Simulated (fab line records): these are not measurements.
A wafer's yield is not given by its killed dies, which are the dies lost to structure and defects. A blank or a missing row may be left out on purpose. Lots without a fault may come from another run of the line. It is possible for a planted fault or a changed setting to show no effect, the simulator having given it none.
A single fault, viewed from 2 desks -- flow sky130 -- every desk sees just its own numbers, and what lay behind them comes last

== TOOL OWNER'S DESK, pvd_sputter-04 ==
The tool's own readings at SKY_METAL4_SPUTTER_02 (material AlCu, target thk 735 nm, time 39.1 s): means of the sampled wafers that have a number, for each lot that ran on this tool. Marked OUT: a lot whose mean sits more than 4 standard deviations from the usual mean, which makes it out of limits; the brackets give that distance.
Columns: A = chamber_pressure_pa at SKY_METAL4_SPUTTER_02, usual 0.4000 Pa; B = throttle_valve_pct at SKY_METAL4_SPUTTER_02, usual 29.9 %
lot,first seen here,A,B
L975,day 40 13:28,0.4001,29.6
L982,day 42 13:37,0.4000,30.1
L989,day 44 10:28,0.3763 (-28) OUT,31.0
L991,day 44 19:16,0.3535 (-55) OUT,31.9
Finding of this desk: L989, L991 out of limits; the first was L989 at day 44 10:28, on chamber_pressure_pa at SKY_METAL4_SPUTTER_02. Within limits: L975, L982.

== THE METROLOGY DESK ==
Means of the sampled wafers that have a number, per lot and without regard to the tool the lot ran on: this is what the gauges read. Marked OUT: a lot whose mean sits more than 4 standard deviations from the usual mean, which makes it out of limits; the brackets give that distance.
Columns: A = METAL3_OVL at SKY_METAL3_OVL_MEAS_14, usual 1 nm; B = VIA3_HDPCVD_THK at SKY_VIA3_THK_MEAS_01, usual 1688 nm
lot,first seen here,A,B
L974,day 38 12:56,4,1687
L975,day 39 09:12,2,1685
L977,day 39 17:16,2,1698
L980,day 40 11:59,0,1695
L982,day 41 11:26,-1,1709
L983,day 41 12:23,2,1685
L984,day 41 20:47,3,1709
L986,day 42 10:02,-3,1686
L989,day 43 09:08,4,1687
L991,day 43 17:06,-2,1666
L992,day 43 23:08,-6,1694
L996,day 44 18:15,-1,1669
This desk's finding: nothing out of limits on any of the 12 lots.

== PUT TOGETHER ==
The tool owner's desk had the chance to raise an alarm at day 44 10:28 on L989, L991.
The metrology desk saw nothing out of limits.
The metrology desk has L989, L991 on record, within its limits.
On pvd_sputter-04, each named lot ran SKY_METAL4_SPUTTER_02.

== WHAT THE SIMULATOR PUT IN ==
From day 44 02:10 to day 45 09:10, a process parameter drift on pvd_sputter-04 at SKY_METAL4_SPUTTER_02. The setting chamber_pressure_pa was moved by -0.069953, starting from 0.4. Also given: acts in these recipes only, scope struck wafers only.
Struck lots among those shown: L989, L991.
Delay in hours, fault start to first out-of-limits reading, by desk: the tool owner's desk at 8.
